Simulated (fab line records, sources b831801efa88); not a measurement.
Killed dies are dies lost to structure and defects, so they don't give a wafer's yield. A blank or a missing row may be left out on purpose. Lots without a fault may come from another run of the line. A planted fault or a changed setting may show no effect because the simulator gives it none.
Chamber matching | flow sky130 | SKY_POLY_GATE_ETCH_17 on rie_si-01: 4 sister chambers
The step etches poly-Si in HBr/Cl2, stops on SiO2, target depth 180 nm, time 70.5 s. 18 wafers are shown with their chamber, then 9 later ones without.

WAFERS WITH THEIR CHAMBER
wafer  | chamber | drypump_motor_current_A (A) | oes_product_au (a.u.) | HBr_flow_sccm (sccm)
L849.2 | 3       | 5.66                        | 0.982                 | 150.7
L849.3 | 1       | 5.53                        | 0.989                 | 150.6
L849.6 | 2       | 6.01                        | 0.994                 | 149.1
L848.1 | 1       | 5.53                        | 0.990                 | 150.7
L848.4 | 0       | 5.39                        | 0.996                 | 149.4
L848.6 | 0       | 5.36                        | 0.986                 | 149.8
L852.1 | 1       | 5.54                        | 1.000                 | 149.7
L852.4 | 3       | 5.68                        | 0.980                 | 150.7
L852.6 | 0       | 5.39                        | 0.983                 | 149.6
L855.2 | 3       | 5.68                        | 0.976                 | 149.8
L855.3 | 1       | 5.55                        | 0.994                 | 150.0
L855.5 | 0       | 5.40                        | 0.986                 | 149.6
L856.2 | 0       | 5.40                        | 1.004                 | 149.8
L856.5 | 3       | 5.68                        | 0.981                 | 149.4
L856.6 | 2       | 6.04                        | 0.997                 | 150.8
L859.1 | 0       | 5.38                        | 0.997                 | 149.8
L859.5 | 1       | 5.55                        | 0.976                 | 149.9
L859.6 | 2       | 6.04                        | 0.984                 | 150.0

SIGNATURES (means of the wafers above)
reading                 | chamber 0 | chamber 1 | chamber 2 | chamber 3 | scatter within a chamber
drypump_motor_current_A | 5.3867    | 5.5400    | 6.0300    | 5.6750    | 0.0132
oes_product_au          | 0.99200   | 0.98980   | 0.99167   | 0.97975   | 0.00739
HBr_flow_sccm           | 149.667   | 150.180   | 149.967   | 150.150   | 0.511
Rule: a wafer's distance from a chamber is the root of the sum, over the readings, of the square of ((its reading less the chamber's mean) divided by the reading's scatter). The wafer belongs to the nearest chamber; if the next one is less than 2 further off, it can't be placed. The scatter: the root of (the sum of the squares of (reading less its chamber's mean) over the shown wafers, divided by (wafers less chambers)).

WAFERS WITHOUT THEIR CHAMBER
wafer  | drypump_motor_current_A (A) | oes_product_au (a.u.) | HBr_flow_sccm (sccm)
L861.2 | 5.38                        | 1.002                 | 150.7
L861.3 | 6.03                        | 0.987                 | 150.0
L861.4 | 5.53                        | 0.975                 | 150.0
L865.1 | 5.52                        | 0.973                 | 149.1
L865.3 | 5.67                        | 0.974                 | 149.0
L865.6 | 5.54                        | 0.979                 | 149.8
L869.1 | 5.40                        | 0.986                 | 150.1
L869.3 | 5.69                        | 0.972                 | 150.0
L869.6 | 5.67                        | 0.977                 | 150.3

WHICH CHAMBER EACH WENT THROUGH
wafer  | from the rows above | in truth
L861.2 | 0                   | 0
L861.3 | 2                   | 2
L861.4 | 1                   | 1
L865.1 | 1                   | 1
L865.3 | 3                   | 3
L865.6 | 1                   | 1
L869.1 | 0                   | 0
L869.3 | 3                   | 3
L869.6 | 3                   | 3
Placed correctly: 9 of 9. Can't be placed from these rows: 0. Placed wrongly: 0.
